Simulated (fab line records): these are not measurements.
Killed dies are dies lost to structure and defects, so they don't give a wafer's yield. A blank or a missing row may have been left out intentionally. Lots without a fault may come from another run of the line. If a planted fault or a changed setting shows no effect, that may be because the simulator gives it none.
A lot that was struck, set against a sound lot ; flow sky130 ; 19 steps out of a route of 708
Sound: wafers L725.2, L725.4, L725.5. Wafers L737.1, L737.4, L737.5 were the ones struck. The cause comes at the end.
Order at every step that has rows: each side's tool, ch and its chambers, its first start. Under that, the readings that differ: sound wafers ; struck wafers ; difference of the means ; sigmas: that difference in standard deviations of wafers without a fault.
alike: readings whose means differ by less than 2 such deviations, and words and numbers that are the same on both sides. not compared: withheld readings, readings that some wafer has no value for, bounds like >300 that may hide the same value, and numbers for which the record gives no deviation and whose values overlap.
Wherever a step has rows on one side only, a row that says differs or no value, or a row with sigmas, the two part there. Non-overlapping numbers with no deviation appear without sigmas and do not part them. Lack of a reading on every wafer of one side parts them only where that side has two or more wafers.

first, 1 step without rows for these wafers: SKY_FIELD_ISO_ANNEAL_26 (time 1800 s).
SKY_FIELD_ISO_CMP_27: polishes, stops on Si3N4, t overpolish 16 s, target thk 457.8 nm.
  sound on cmp-01 ch 0,2, day 3 10:59; struck on cmp-02 ch 0,2,3, day 6 04:35
  alike: motor-current-A, overpolish-run-s, time-to-endpoint-s
then, 5 steps without rows for these wafers: SKY_FIELD_ISO_WET_ETCH_28 (etches SiO2 in dHF, target depth 23.7 nm, time 47 s); SKY_FIELD_ISO_WET_ETCH_29 (etches Si3N4 in H3PO4, target depth 160 nm, time 1825 s); SKY_FIELD_ISO_WET_ETCH_30 (etches SiO2 in dHF, target depth 25 nm, time 50 s); SKY_NWELL_CLEAN_00 (cleans in SC1/SC2, time 150 s); SKY_NWELL_OXIDATION_01 (stabilise 600 s, purge 300 s, target thk 10 nm).
SKY_NWELL_THK_MEAS_02:
  sound on film-metro-04 at day 3 13:16; struck on film-metro-04 at day 6 06:50
  alike: NWELL_OXIDATION_THK
then, 4 steps without rows for these wafers: SKY_DNWELL_DEHYDRATE_00 (time 60 s); SKY_DNWELL_HMDS_01 (prime time 60 s); SKY_DNWELL_COAT_02 (resist thk 3000 nm); SKY_DNWELL_SOFTBAKE_03.
SKY_DNWELL_EXPOSE_04: exposes mask DNM, target cd 3000 nm.
  sound on iline-stepper-02 ch 0, day 3 22:09; struck on iline-stepper-02, day 6 16:29
  no value came back on the struck wafers for exposure-dose-mJ-cm2, focus-offset-nm (nm), stage-vel-mm-s (mm/s); on the sound wafers exposure-dose-mJ-cm2 reads 221.91 221.76 221.85
  alike: mask
then, 3 steps without rows for these wafers: SKY_DNWELL_PEB_05; SKY_DNWELL_DEVELOP_06 (develop time 60 s); SKY_DNWELL_IMPLANT_07.
SKY_DNWELL_STRIP_08: strips in O2/N2.
  sound on plasma-asher-01 ch 0,1, day 4 06:20; struck on plasma-asher-01 ch 0,1, day 7 02:23
reading;sound;struck;difference;sigmas
strip-time-to-endpoint-s (s);36.81 36.85 36.83;37.07 37.12 37.18;+0.29;+3
  alike: drypump-motor-current-A, oes-product-au
  not compared: rf-hours-counter-h
SKY_DNWELL_TW_MEAS_09:
  sound on film-metro-02 at day 4 06:27; struck on film-metro-04 at day 7 02:29
reading;sound;struck;difference;sigmas
DNWELL_TW;1120 1123 1122;30 30 30;-1092;-99 or more
then, 1 step without rows for these wafers: SKY_PWDE_DEHYDRATE_00 (time 60 s).

WHERE THEY PART
Last at SKY_DNWELL_TW_MEAS_09 as far as this record goes, first at SKY_DNWELL_EXPOSE_04.

WHY: the cause the simulator had injected
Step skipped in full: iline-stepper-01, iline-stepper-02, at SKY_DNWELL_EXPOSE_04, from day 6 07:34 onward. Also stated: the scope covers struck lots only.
